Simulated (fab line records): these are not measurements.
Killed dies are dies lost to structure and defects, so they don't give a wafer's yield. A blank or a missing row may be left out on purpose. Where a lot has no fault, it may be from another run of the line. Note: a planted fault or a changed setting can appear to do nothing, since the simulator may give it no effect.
Struck lot and sound lot, side by side | flow sky130 | 39 out of 708 route steps
Sound: the wafers L958.2, L958.3, L958.5. Struck: wafers L975.4, L975.6. (L975.2 of the same lot was not struck and is left out.) The cause comes at the end.
For every step that has rows: the tool of each side, followed by ch and its chambers, followed by its first start. Under that, the readings that differ: sound wafers | struck wafers | difference of the means | sigmas: that difference in standard deviations of wafers without a fault.
alike: readings with means less than 2 such deviations apart, plus words and numbers identical on both sides. not compared: withheld readings, readings lacking a value on some wafer, bounds such as >300 that could conceal the same value, and numbers that have no deviation in the record and whose values overlap.
The two part at a step that has a row with sigmas, a row that says differs or no value, or rows on one side only. When numbers do not overlap yet have no deviation, they are printed without sigmas and do not part them. Lack of a reading on every wafer of one side parts them only where that side has two or more wafers.

first, 10 steps without rows for these wafers: SKY_METAL5_SPUTTER_03 (material Ti, target thk 5 nm, time 3.3 s); SKY_METAL5_SPUTTER_04 (material TiN, target thk 70 nm, time 58.3 s); SKY_METAL5_DEHYDRATE_07 (time 60 s); SKY_METAL5_HMDS_08 (prime time 60 s); SKY_METAL5_COAT_09 (resist thk 1800 nm); SKY_METAL5_SOFTBAKE_10 (time 60 s); SKY_METAL5_EXPOSE_11 (exposes mask MM5, target cd 1600 nm); SKY_METAL5_PEB_12; SKY_METAL5_DEVELOP_13 (develop time 60 s); SKY_METAL5_DESCUM_14 (chemistry O2, time 11 s).
SKY_METAL5_METAL_ETCH_15: etches the open film in Cl2/BCl3, stops on SiO2, target depth 1260 nm, time 252 s.
  sound on rieMetal-04 ch 0,1, day 45 00:47; struck on rieMetal-04 ch 1, day 49 00:41
  alike: bcl3FlowSccm, drypumpMotorCurrentA, mfcCl2Sccm, oesProductAu, throttleValvePct
  not compared: rfHoursCounterH
then, 27 steps without rows for these wafers: SKY_METAL5_STRIP_16 (strips in O2/N2); SKY_METAL5_STRIP_17 (strips in post etch residue remover, time 1200 s); SKY_METAL5_CLEAN_18 (cleans in IPA, time 180 s); SKY_METAL5_CLEAN_19 (cleans in O3/DIW); SKY_PASSIVATION_CVD_00 (deposits SiO2, target thk 90 nm); SKY_PASSIVATION_CVD_02 (deposits Si3N4, target thk 540 nm); SKY_PASSIVATION_DEHYDRATE_04 (time 60 s); SKY_PASSIVATION_HMDS_05 (prime time 60 s); SKY_PASSIVATION_COAT_06 (resist thk 3000 nm); SKY_PASSIVATION_SOFTBAKE_07; SKY_PASSIVATION_EXPOSE_08 (exposes mask NSM, target cd 3000 nm); SKY_PASSIVATION_PEB_09; SKY_PASSIVATION_DEVELOP_10 (develop time 60 s); SKY_PASSIVATION_ETCH_11 (etches the open film in CF4/O2, stops on AlCu, target depth 725 nm, time 161.1 s); SKY_PASSIVATION_STRIP_12 (strips in O2/N2); SKY_PAD_OPEN_DEHYDRATE_00 (time 60 s); SKY_PAD_OPEN_HMDS_01 (prime time 60 s); SKY_PAD_OPEN_COAT_02 (resist thk 3000 nm); SKY_PAD_OPEN_SOFTBAKE_03; SKY_PAD_OPEN_EXPOSE_04 (exposes mask PDM, target cd 60000 nm); SKY_PAD_OPEN_PEB_05; SKY_PAD_OPEN_DEVELOP_06 (develop time 60 s); SKY_PAD_OPEN_ETCH_07 (etches the open film in CF4/O2, stops on AlCu, target depth 725 nm, time 161.1 s); SKY_PAD_OPEN_STRIP_08 (strips in O2/N2); SKY_PAD_OPEN_STRIP_09 (strips in post etch residue remover, time 1200 s); SKY_PAD_OPEN_CLEAN_10 (cleans in IPA, time 180 s); SKY_PAD_OPEN_CLEAN_11 (cleans in O3/DIW).
SKY_PAD_OPEN_PROBE_99:
  struck on prober-01, day 50 14:15; sound on prober-01, day 46 23:57
reading                               | sound              | struck      | difference | sigmas
defectLimitedYield (%)                | 81.5 82.7 80.5     | 72.6 74.8   | -7.9       | -4
killed_at_M4_up                       | 3 1 2              | 58 54       | +54        | +27
killedAtFrontEnd                      | 15 15 25           | 11 7        | -9         | -2
killedDies                            | 91 85 96           | 135 124     | +39        | +4
sort_bin_3_pad_short (%)              | 0.8 0.6 1.0        | 5.5 4.5     | +4.2       | +9
sort_bin_5_function (%)               | 11.2 10.2 10.4     | 16.3 15.4   | +5.3       | +3
sortNPass                             | 401 407 396        | 357 368     | -39        | -4
sortYieldPct (%)                      | 81.5 82.7 80.5     | 72.6 74.8   | -7.9       | -4
model.etest.tester.sortNPass          | 401 407 396        | 357 368     | -39        | 
model.etest.tester.sortYieldPct (%)   | 81.5 82.72 80.49   | 72.56 74.8  | -7.89      | 
model.etest.tester.sort_bin_5_pct (%) | 11.18 10.16 10.37  | 16.26 15.45 | +5.29      | 
model.etest.tester.sort_bin_3_pct (%) | 0.813 0.6098 1.016 | 5.488 4.472 | +4.167     | 
  alike: killed_at_M0_to_M3, killedAtContacts, killedAtOther, killedOpen, killedShort, sort_bin_6_memory

WHERE THEY PART
At SKY_PAD_OPEN_PROBE_99 and nowhere else, as far as this record goes.

WHY: what had been put in by the simulator
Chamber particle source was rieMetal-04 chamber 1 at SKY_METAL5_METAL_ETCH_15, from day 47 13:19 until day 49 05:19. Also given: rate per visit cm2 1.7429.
